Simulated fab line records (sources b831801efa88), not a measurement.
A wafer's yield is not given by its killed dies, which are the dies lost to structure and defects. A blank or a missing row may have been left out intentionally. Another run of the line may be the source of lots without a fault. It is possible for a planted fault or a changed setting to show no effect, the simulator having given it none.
Which tool did it? | flow gf180mcu | 13 lots with 39 wafers sampled at 5 steps, on a route of 602 steps

== WHAT EACH GAUGE READ, for each wafer ==
GF_VT_IMPLANT_OVL_MEAS_07. Usual: VT_IMPLANT_OVL typically reads 0.5 nm, with standard deviation 1.3.
lot  | measured     | on         | VT_IMPLANT_OVL (nm) | flag
L806 | day 5 16:50  | overlay-01 | 1.3 3.3 2.2         | 
L807 | day 5 22:32  | overlay-01 | 0.4 0.9 0.9         | 
L808 | day 6 03:11  | overlay-01 | -0.5 0.2 -0.3       | 
L809 | day 6 13:47  | overlay-02 | -1.0 -1.5 -0.3      | 
L810 | day 6 13:58  | overlay-02 | -0.7 0.9 0.3        | 
L811 | day 6 18:35  | overlay-02 | 1.0 0.2 0.3         | 
L812 | day 7 04:17  | overlay-02 | 1.4 -0.8 2.2        | 
L813 | day 7 08:16  | overlay-02 | 1.0 0.2 -0.8        | 
L814 | day 7 15:26  | overlay-01 | 0.4 1.2 1.7         | 
L815 | day 7 22:43  | overlay-02 | 0.1 0.0 1.3         | 
L821 | day 9 11:04  | overlay-01 | 0.6 2.5 1.1         | 
L823 | day 9 20:43  | overlay-02 | 1.9 0.0 0.4         | 
L825 | day 10 11:11 | overlay-02 | 0.7 0.5 -0.1        | 

GF_VT_IMPLANT_TW_MEAS_10. Usual: VT_IMPLANT_TW typically reads 565, with standard deviation 4.1.
lot  | measured     | on           | VT_IMPLANT_TW | flag
L806 | day 5 17:07  | filmMetro-03 | 560 562 561   | 
L807 | day 5 22:49  | filmMetro-02 | 568 567 566   | 
L808 | day 6 03:28  | filmMetro-02 | 569 568 572   | 
L809 | day 6 14:04  | filmMetro-02 | 568 572 570   | 
L810 | day 6 14:15  | filmMetro-02 | 568 572 568   | 
L811 | day 6 18:52  | filmMetro-01 | 565 563 563   | 
L812 | day 7 04:34  | filmMetro-02 | 566 564 566   | 
L813 | day 7 08:34  | filmMetro-02 | 570 567 566   | 
L814 | day 7 15:43  | filmMetro-02 | 566 565 567   | 
L815 | day 7 23:01  | filmMetro-01 | 560 562 562   | 
L821 | day 9 11:22  | filmMetro-02 | 569 570 571   | 
L823 | day 9 21:01  | filmMetro-03 | 557 558 557   | 
L825 | day 10 11:29 | filmMetro-03 | 560 561 559   | 

GF_DUAL_GATE_OVL_MEAS_11. Usual: DUAL_GATE_OVL typically reads 0.2 nm, with standard deviation 1.4.
lot  | measured     | on         | DUAL_GATE_OVL (nm) | flag
L806 | day 8 09:59  | overlay-01 | 0.3 1.5 1.7        | 
L807 | day 8 16:41  | overlay-02 | 0.2 -0.8 -0.9      | 
L808 | day 8 19:50  | overlay-01 | 0.1 -1.3 -1.4      | 
L809 | day 9 09:04  | overlay-01 | 0.4 -1.7 -0.2      | 
L810 | day 9 11:22  | overlay-02 | -0.8 1.1 -0.4      | 
L811 | day 9 14:23  | overlay-02 | 2.9 2.3 2.9        | 
L812 | day 10 02:08 | overlay-01 | 0.8 -0.4 0.0       | 
L813 | day 10 10:13 | overlay-02 | 0.5 -1.8 -0.5      | 
L814 | day 10 21:32 | overlay-02 | 0.3 -0.6 0.3       | 
L815 | day 10 21:22 | overlay-01 | -0.3 -0.7 -0.3     | 
L821 | day 12 11:58 | overlay-02 | 1.5 1.7 1.3        | 
L823 | day 12 22:35 | overlay-02 | 0.0 0.5 -0.3       | 
L825 | day 13 15:53 | overlay-02 | 1.1 1.2 0.7        | 

GF_POLY_GATE_THK_MEAS_01. Usual: POLY_GATE_CVD_00_THK typically reads 200.5 nm, with standard deviation 1.6.
lot  | measured     | on           | POLY_GATE_CVD_00_THK (nm) | flag
L806 | day 8 14:22  | filmMetro-03 | 202.1 201.3 201.9         | 
L807 | day 8 21:29  | filmMetro-04 | 201.0 200.7 202.1         | 
L808 | day 9 00:09  | filmMetro-02 | 199.7 198.4 198.9         | 
L809 | day 9 16:38  | filmMetro-03 | 200.6 201.1 200.3         | 
L810 | day 9 16:38  | filmMetro-02 | 201.7 202.7 202.7         | 
L811 | day 9 23:40  | filmMetro-02 | 200.1 199.6 200.6         | 
L812 | day 10 10:43 | filmMetro-03 | 201.0 200.0 200.9         | 
L813 | day 10 18:59 | filmMetro-04 | 201.0 199.2 200.8         | 
L814 | day 11 04:33 | filmMetro-03 | 201.5 200.3 201.1         | 
L815 | day 11 04:32 | filmMetro-04 | 201.4 200.2 201.2         | 
L821 | day 12 16:04 | filmMetro-02 | 202.2 200.7 201.3         | 
L823 | day 13 01:44 | filmMetro-04 | 287.6 288.9 288.7         | OFF
L825 | day 13 19:50 | filmMetro-02 | 285.5 283.8 285.8         | OFF

== WHICH TOOL RAN EACH LOT (tool, then ch and the chambers of the sampled wafers, then the start) ==
lot  | GF_POLY_GATE_CVD_00
L806 | lpcvd-01 ch 1, day 8 13:01
L807 | lpcvd-01 ch 1, day 8 20:08
L808 | lpcvd-01 ch 0, day 8 22:49
L809 | lpcvd-01 ch 0, day 9 15:18
L810 | lpcvd-01 ch 1, day 9 15:18
L811 | lpcvd-01 ch 0, day 9 22:19
L812 | lpcvd-02 ch 1, day 10 09:23
L813 | lpcvd-02 ch 0, day 10 17:39
L814 | lpcvd-01 ch 1, day 11 03:13
L815 | lpcvd-01 ch 0, day 11 03:13
L821 | lpcvd-02 ch 0, day 12 14:04
L823 | lpcvd-02 ch 0, day 13 00:24
L825 | lpcvd-02 ch 1, day 13 18:28
- GF_POLY_GATE_CVD_00: deposits poly-Si, target thk 200 nm, time 1200 s.

== WHAT THE TOOLS THEMSELVES READ (means of the sampled wafers that have a number; where no wafer has one, the mark that the record gives instead) ==
The record holds no such reading with a usual standard deviation.

== THE ANSWER, worked out from the rows above alone ==
Rule: take the mean of a lot's wafers that have a number; if it is more than 3 standard deviations from the usual mean, the lot is off. Also off: a lot with no number at a reading for which 4 or more lots have one. Where the step has rows for the other lots, those lots are counted as sound. After the gauges, taken in route order, come the tools' own readings; for these a lot's mean is taken, as printed above. At the first step where some lot is off, the reading lying furthest off is the one used; lots without a number count as furthest.
Off: at GF_POLY_GATE_THK_MEAS_01 (POLY_GATE_CVD_00_THK), L823, L825.
If a tool, at a process step before that reading, ran all the lots that are off and no sound lot after the first of them, it fits. The gauges at GF_POLY_GATE_THK_MEAS_01 are tried like those tools. One candidate fits, namely lpcvd-02 at GF_POLY_GATE_CVD_00. Its last sound lot is L821 (day 12 14:04), its first lot that is off L823 (day 13 00:24): a fault that began between those two fits.

== WHAT THE SIMULATOR HAD PUT IN ==
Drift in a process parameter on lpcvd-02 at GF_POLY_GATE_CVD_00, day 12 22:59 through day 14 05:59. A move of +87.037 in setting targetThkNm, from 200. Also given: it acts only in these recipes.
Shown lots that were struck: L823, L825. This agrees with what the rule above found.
